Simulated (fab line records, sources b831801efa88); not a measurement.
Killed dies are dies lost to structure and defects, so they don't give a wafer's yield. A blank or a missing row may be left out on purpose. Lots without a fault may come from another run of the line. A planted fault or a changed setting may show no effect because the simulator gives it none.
fab line records | flow sfq_line
record lots=14 wafers=42 last_day=91
route steps=325 shown I2@103
lots that met no fault: from a run of the same line without faults
start_h: hours from the record's first day to the start of the lot's first wafer shown | wait_h: hours since the lot's step before | " the same as in the row above | L1.1+2: a row that stands for several wafers | - no value, or no start given | * or withheld: withheld | < > ~ a bound
route shown NAME@n: a module of which the file shows steps, and the number in the route of the first | usual: mean/standard deviation of fault-free wafers | same: alike in all rows | chamber/n: place in a boat | sites: the reading at each site | _std_site: their standard deviation | _edge_site: outer sites' mean less inner sites' | radius_mm: how far each site lies from the wafer's centre | mask NAME#n: copy n | behind: the tool/chamber that last shaped the wafer | hold: why the lot was held/for how many hours/how that ended | device: the transistor (n, p or np) that didn't switch | end of line: the same wafers' tests at the end of the route | a step without rows: its recipe alone | killed: dies lost to structure and defects at the first sort, not the wafer's yield | map: a wafer's dies, x killed, . not, _ none there
set.NAME: the setting as run; set.NAME@STEP: as run at that earlier step | model.NAME: the simulator's own value behind a step, which no gauge read
steps of the route over a sample of lots; a table a step, a row a wafer
services: from which hour (start_h, from the record's first day; less than 0 if before it) a tool's chamber was out of use, for how many hours, and why
## steps
# step SFQ_TRILAYER_I2_DEP_PECVD_063
# recipe material=SiO2 temp_c=150 time_s=111.11 pressure_torr=2.4 rf_w=183.3 precursor=SiH4/N2O target_thk_nm=500
# usual chamber_pressure_Torr=2.399/0.0053 heater_power_outer_w=30/6.8 heater_power_w=82/9.2 run_length_s=138.9/0.38 throttle_valve_pct=24.8/1.2
# columns lot.wafer tool chamber start_h wait_h chamber_pressure_Torr heater_power_outer_w heater_power_w run_length_s throttle_valve_pct
L704.2 pecvd-04 2 760.25 0.0 2.398 27 92 138.8 23.5
L704.4 " 1 " " 2.402 38 88 138.6 23.4
L704.5 " 0 " " 2.395 25 64 138.7 24.3
L705.3 pecvd-03 1 771.05 0.0 2.397 30 85 138.8 25.6
L705.5 " 0 " " 2.401 35 89 139.2 24.9
L705.6 " 1 " " 2.401 32 89 138.9 25.9
L706.1 pecvd-02 1 773.45 0.0 2.410 31 81 138.0 26.7
L706.4 " 0 " " 2.401 41 89 139.3 24.8
L706.6 " 1 " " 2.396 34 89 137.8 26.9
L707.4 pecvd-03 1 777.09 0.0 2.403 21 76 139.4 25.9
L707.5 " 0 " " 2.393 28 83 139.3 24.8
L707.6 " 2 " " 2.393 42 95 139.1 23.2
L708.1 pecvd-04 0 778.25 0.0 2.407 27 70 138.9 24.2
L708.4 " 1 " " 2.400 37 86 138.8 23.6
L708.6 " 0 " " 2.408 19 57 138.8 24.1
L711.3 pecvd-04 0 796.21 0.0 2.397 19 60 139.4 23.9
L711.4 " 1 " " 2.389 37 84 138.8 24.0
L711.6 " 0 " " 2.395 21 61 139.1 24.2
L712.1 pecvd-03 1 801.10 0.0 2.412 24 78 138.5 25.9
L712.2 " 0 " " 2.393 29 84 139.2 24.7
L712.6 " 0 " " 2.394 31 86 139.0 24.6
L715.2 pecvd-03 0 846.70 0.0 2.405 29 86 138.9 24.9
L715.4 " 1 " " 2.399 30 85 138.5 26.1
L715.6 " 2 " " 2.401 43 98 138.4 23.5
L717.1 pecvd-03 0 870.82 0.0 2.401 26 80 131.1 25.3
L717.3 " 2 " " 2.403 38 91 130.9 23.6
L717.4 " 0 " " 2.398 29 84 131.2 25.1
L720.3 pecvd-02 0 888.82 0.0 2.390 36 82 138.9 25.0
L720.4 " 2 " " 2.399 18 70 140.0 26.3
L720.6 " 0 " " 2.395 37 84 138.9 25.0
L721.1 pecvd-04 1 897.22 0.0 2.395 33 79 139.0 24.2
L721.4 " 2 " " 2.397 15 77 139.1 23.4
L721.6 " 0 " " 2.407 22 64 138.6 24.5
L722.1 pecvd-03 0 900.82 0.0 2.404 32 89 131.1 25.1
L722.2 " 2 " " 2.395 38 87 131.1 23.6
L722.4 " 1 " " 2.403 21 73 131.5 26.1
L725.2 pecvd-04 2 921.77 0.0 2.404 24 85 138.6 23.5
L725.3 " 0 " " 2.397 23 64 139.2 24.7
L725.4 " 1 " " 2.402 38 85 138.7 24.4
L727.2 pecvd-02 0 954.88 0.0 2.387 39 87 138.8 25.1
L727.3 " 2 " " 2.399 19 72 139.2 26.3
L727.5 " 2 " " 2.389 23 77 139.2 26.2
# step SFQ_TRILAYER_I2_CMP_CMP_064
# recipe material=SiO2 down_force_psi=3 platen_rpm=60 pad_velocity_m_s=0.94248
# usual edge_zone_pressure_frac=0.999/0.0047 motor_current_A=10.7/0.94 time_to_endpoint_s=220/7.2
# columns lot.wafer tool chamber start_h wait_h edge_zone_pressure_frac motor_current_A time_to_endpoint_s
L704.4 cmp-02 2 766.31 6.0 0.990 10.8 215
L704.2 " 0 767.31 7.0 1.000 10.7 213
L704.5 " 1 " " 1.003 10.0 221
L705.3 cmp-02 3 778.10 7.0 0.996 10.9 224
L705.5 " 2 779.60 8.5 1.005 11.0 209
L705.6 " 3 " " 0.998 11.6 231
L706.1 cmp-02 2 780.60 7.1 0.995 11.0 213
L706.4 " 1 782.10 8.6 1.000 10.0 214
L706.6 " 3 783.10 9.6 1.001 11.0 223
L707.4 cmp-02 1 785.10 8.0 0.996 10.1 224
L707.6 " 2 " " 0.998 11.0 214
L707.5 " 3 " " 1.001 11.2 222
L708.1 cmp-01 1 786.52 8.2 1.004 9.7 224
L708.4 " 0 788.02 9.7 1.007 11.9 229
L708.6 " 1 " " 1.000 9.5 221
L711.3 cmp-01 0 805.52 9.3 1.002 12.1 232
L711.4 " 1 " " 0.997 9.7 221
L711.6 " 3 807.02 10.7 0.997 11.8 220
L712.2 cmp-02 0 808.10 7.0 1.001 11.6 208
L712.1 " 1 " " 1.007 9.9 219
L712.6 " 3 809.60 8.4 1.001 11.1 227
L715.4 cmp-02 2 855.60 8.8 0.993 10.9 225
L715.2 " 1 857.10 10.4 0.993 10.2 222
L715.6 " 3 858.10 11.3 1.000 11.7 225
L717.3 cmp-02 1 879.60 8.7 1.004 9.9 183
L717.1 " 2 " " 0.991 11.1 182
L717.4 " 0 881.10 10.2 1.003 11.0 192
L720.3 cmp-02 0 903.60 14.7 1.002 10.7 218
L720.4 " 2 904.60 15.7 1.006 11.0 226
L720.6 " 0 905.60 16.7 1.002 11.6 224
L721.4 cmp-01 0 909.99 12.7 1.003 11.9 232
L721.1 " 1 " " 0.996 10.1 225
L721.6 " 0 911.99 14.7 0.993 12.1 233
L722.4 cmp-02 1 912.60 11.7 0.997 10.1 197
L722.1 " 2 " " 1.005 10.3 189
L722.2 " 0 914.10 13.2 0.999 10.9 181
L725.2 cmp-02 3 942.60 20.8 1.004 11.4 216
L725.3 " 0 " " 0.996 10.9 209
L725.4 " 1 " " 0.998 9.9 220
L727.2 cmp-02 1 973.56 18.6 1.001 9.9 217
L727.3 " 2 " " 1.000 10.3 208
L727.5 " 1 975.56 20.6 0.999 10.5 208
## services
# columns tool chamber start_h hours kind
cmp-01 - 743.22 1.2 repair
cmp-02 - 746.81 4.0 pm
cmp-02 - 750.81 - consumable_replace:conditioner
cmp-02 - 750.81 - consumable_replace:pad
cmp-01 - 762.62 2.9 repair
pecvd-02 0 766.55 2.0 repair
pecvd-04 2 767.59 49.1 repair
cmp-01 - 784.97 1.5 repair
cmp-01 - 800.92 0.5 repair
cmp-02 - 818.42 0.6 repair
cmp-02 - 827.34 0.8 repair
cmp-01 - 829.82 0.2 repair
pecvd-03 - 834.48 2.8 pm
pecvd-04 1 854.87 18.6 repair
cmp-01 - 889.96 2.0 repair
pecvd-04 0 890.12 6.0 repair
cmp-01 - 917.11 3.1 pm
cmp-01 - 920.22 4.0 pm
cmp-01 - 924.22 - consumable_replace:conditioner
cmp-01 - 924.22 - consumable_replace:pad
pecvd-04 1 936.60 7.3 repair
pecvd-02 - 951.92 0.3 repair
cmp-02 - 959.31 2.2 repair
## key
first_sign step=SFQ_TRILAYER_I2_DEP_PECVD_063 reading=run_length_s direction=down sigmas=20 usual=* struck=*
effect step=SFQ_TRILAYER_I2_CMP_CMP_064 reading=time_to_endpoint_s direction=down sigmas=4.5 usual=* struck=*
met_at SFQ_TRILAYER_I2_DEP_PECVD_063
struck_lots L717,L722
onset_between 846.70 870.82
fault kind=process_parameter_drift tool=pecvd-03 chamber=- onset_h=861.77 steps=SFQ_TRILAYER_I2_DEP_PECVD_063 channel=time_s offset=* shape=step end_h=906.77 acts_in=* stated=*
